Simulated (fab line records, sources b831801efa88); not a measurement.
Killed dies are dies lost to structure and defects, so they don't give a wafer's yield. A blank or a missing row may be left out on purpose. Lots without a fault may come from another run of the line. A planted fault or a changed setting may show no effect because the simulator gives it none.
Problem report in the 8D (eight disciplines) form, filled by code | flow sfq_line | the parts of the form that need people (team, actions taken, sign-off) are left out

1. THE PROBLEM
exposure_dose_mJ_cm2 at SFQ_TRILAYER_I7_VIA_LITHO_EXPOSE_188 reads a mean of 17.454 on 9 wafers of 3 lots; wafers without a fault read 21.302 with a standard deviation of 0.021. That is -99 or more standard deviations from the usual mean.
The step: exposes mask I7, target cd 1000 nm.
First seen on wafer L309.2, day 87 21:44, on krf_scanner-01. The record holds 21 wafers of 7 lots with a number at this step. Rule for "out", or "out of limits": more than 4 standard deviations from the usual mean. The other wafers with a number count as sound.

2. WHAT IT IS AND WHAT IT IS NOT
question                    | is                     | is not
which readings at this step | exposure_dose_mJ_cm2   | -
which lots                  | L309, L310, L316       | L303, L307, L311, L321
which wafers of those lots  | all that have a number | -
read on which tools         | krf_scanner-01         | krf_scanner-02
when                        | from day 87 21:44      | up to then (6 sound wafers); but 6 sound wafers of L311, L321 came after

3. SUSPECTS, AND WHAT RULES EACH OUT
Counting: a tool at a process step up to the reading stays a suspect if it ran every lot that is out and no sound lot after the first of them.
- cmp-01 at SFQ_TRILAYER_I7_CMP_CMP_184 (polishes SiO2): ruled out as a lasting fault. Sound lots L311, L321 ran on it after its first lot that is out, L309 (day 83 17:33).
- film_metro-01 at SFQ_TRILAYER_I7_METRO_MEASURE_185: ruled out as a lasting fault. Sound lots L321 ran on it after its first lot that is out, L309 (day 83 19:52).
- krf_scanner-01 at SFQ_TRILAYER_I7_VIA_LITHO_EXPOSE_188 (exposes mask I7, target cd 1000 nm): kept. It ran every lot that is out, first L309 (day 87 21:44), and no sound lot after that; its last sound lot up to then is L307 (day 87 10:44). Its own readings are out on those wafers: exposure_dose_mJ_cm2.
Left after counting: krf_scanner-01 at SFQ_TRILAYER_I7_VIA_LITHO_EXPOSE_188.

4. THE CAUSE (what the simulator had put in)
Process parameter drift: krf_scanner-01, from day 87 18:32 on, at SFQ_TRILAYER_I7_VIA_LITHO_EXPOSE_188. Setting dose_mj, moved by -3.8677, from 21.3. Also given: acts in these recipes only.
Counting left only this tool.

5. THE CHAIN OF EFFECTS, in route order
Each row: a reading whose mean over the struck wafers that have a number lies more than 3 standard deviations from the usual. Only readings for which the record gives a usual standard deviation are gone through. hours: the time from each lot's start at the first step in this table that gives one to its start at this step, as a median over the lots. sigmas: the change in usual standard deviations.
hours | step                                 | reading              | usual  | on struck wafers | change | sigmas
0     | SFQ_TRILAYER_I7_VIA_LITHO_EXPOSE_188 | exposure_dose_mJ_cm2 | 21.302 | 17.454           | -3.848 | -99 or more
The process steps in it:
- SFQ_TRILAYER_I7_VIA_LITHO_EXPOSE_188: exposes mask I7, target cd 1000 nm.
Later measuring or inspecting steps at which every struck wafer that the step has a row for has a number for every such reading, and none has moved that far: SFQ_I7_OVL_MEAS_947.

6. WHAT WOULD HAVE CAUGHT IT SOONER
In this record the first reading out of limits was taken at day 87 21:44, 3 hours after the fault began at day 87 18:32.
